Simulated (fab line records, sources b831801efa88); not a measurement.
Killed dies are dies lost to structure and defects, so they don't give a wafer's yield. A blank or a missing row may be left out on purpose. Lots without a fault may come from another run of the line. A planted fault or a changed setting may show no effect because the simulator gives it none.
Chamber matching | flow sfq_line | SFQ_TRILAYER_I0_CMP_CMP_028 on cmp-01: 3 sister chambers
The step polishes SiO2. 14 wafers are shown with their chamber, then 6 later ones without.

WAFERS WITH THEIR CHAMBER
wafer  | chamber | motor_current_A (A) | edge_zone_pressure_frac | time_to_endpoint_s (s)
L853.1 | 0       | 12.1                | 0.995                   | 221
L853.2 | 3       | 9.9                 | 1.000                   | 223
L853.5 | 0       | 12.8                | 0.998                   | 238
L855.4 | 3       | 9.6                 | 0.998                   | 231
L855.5 | 0       | 11.3                | 1.001                   | 241
L855.6 | 3       | 10.5                | 1.005                   | 227
L859.3 | 0       | 11.6                | 1.000                   | 222
L859.2 | 2       | 8.5                 | 1.008                   | 215
L859.6 | 0       | 12.3                | 1.002                   | 232
L860.3 | 3       | 10.0                | 0.997                   | 216
L860.5 | 2       | 8.9                 | 1.004                   | 223
L860.6 | 3       | 9.8                 | 1.007                   | 227
L864.1 | 2       | 8.2                 | 1.004                   | 209
L864.2 | 0       | 12.6                | 0.999                   | 224

SIGNATURES (means of the wafers above)
reading                 | chamber 0 | chamber 2 | chamber 3 | scatter within a chamber
motor_current_A         | 12.117    | 8.533     | 9.960     | 0.464
edge_zone_pressure_frac | 0.99917   | 1.00533   | 1.00140   | 0.00328
time_to_endpoint_s      | 229.67    | 215.67    | 224.80    | 7.37
Rule: a wafer's distance from a chamber is the root of the sum, over the readings, of the square of ((its reading less the chamber's mean) divided by the reading's scatter). The wafer belongs to the nearest chamber; if the next one is less than 2 further off, it can't be placed. The scatter: the root of (the sum of the squares of (reading less its chamber's mean) over the shown wafers, divided by (wafers less chambers)).

WAFERS WITHOUT THEIR CHAMBER
wafer  | motor_current_A (A) | edge_zone_pressure_frac | time_to_endpoint_s (s)
L869.3 | 10.2                | 1.003                   | 215
L869.4 | 8.8                 | 0.996                   | 213
L869.6 | 10.1                | 1.012                   | 219
L874.4 | 11.9                | 0.993                   | 223
L874.1 | 8.9                 | 1.008                   | 209
L874.5 | 11.7                | 1.000                   | 224

WHICH CHAMBER EACH WENT THROUGH
wafer  | from the rows above     | in truth
L869.3 | 3                       | 3
L869.4 | can't be placed: 2 or 3 | 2
L869.6 | can't be placed: 3 or 2 | 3
L874.4 | 0                       | 0
L874.1 | 2                       | 2
L874.5 | 0                       | 0
Placed correctly: 4 of 6. Can't be placed from these rows: 2 (the true chamber is among the candidates in 2). Placed wrongly: 0.
